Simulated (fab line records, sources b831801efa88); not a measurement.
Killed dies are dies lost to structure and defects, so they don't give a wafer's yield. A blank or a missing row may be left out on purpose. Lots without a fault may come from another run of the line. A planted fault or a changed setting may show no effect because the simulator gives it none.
Chamber matching | flow sfq_line | SFQ_TRILAYER_I4_CMP_CMP_100 on cmp-02: 3 sister chambers
The step polishes SiO2. 3 wafers are shown with their chamber, then 4 later ones without.

WAFERS WITH THEIR CHAMBER
wafer  | chamber | motor_current_A (A)
L634.6 | 3       | 12.1
L635.1 | 0       | 9.7
L635.5 | 2       | 8.7

WAFERS WITHOUT THEIR CHAMBER
wafer  | motor_current_A (A)
L637.4 | 8.9
L637.3 | 9.9
L643.1 | 12.2
L645.6 | 11.8

WHICH CHAMBER EACH WENT THROUGH
wafer  | from the rows above | in truth
L637.4 | 2                   | 2
L637.3 | 0                   | 0
L643.1 | 3                   | 3
L645.6 | 3                   | 3
Placed correctly: 4 of 4. Can't be placed from these rows: 0. Placed wrongly: 0.
How it was worked out, from the rows above alone: a wafer's distance from a chamber is the root of the sum, over the readings, of the square of ((its reading less the chamber's mean) divided by the reading's scatter). The wafer belongs to the nearest chamber; if the next one is less than 2 further off, it can't be placed. A chamber's mean is the mean of its shown wafers. The scatter: with one shown wafer a chamber, the root of the mean of the squares of how far each hidden wafer lies from its nearest shown one.
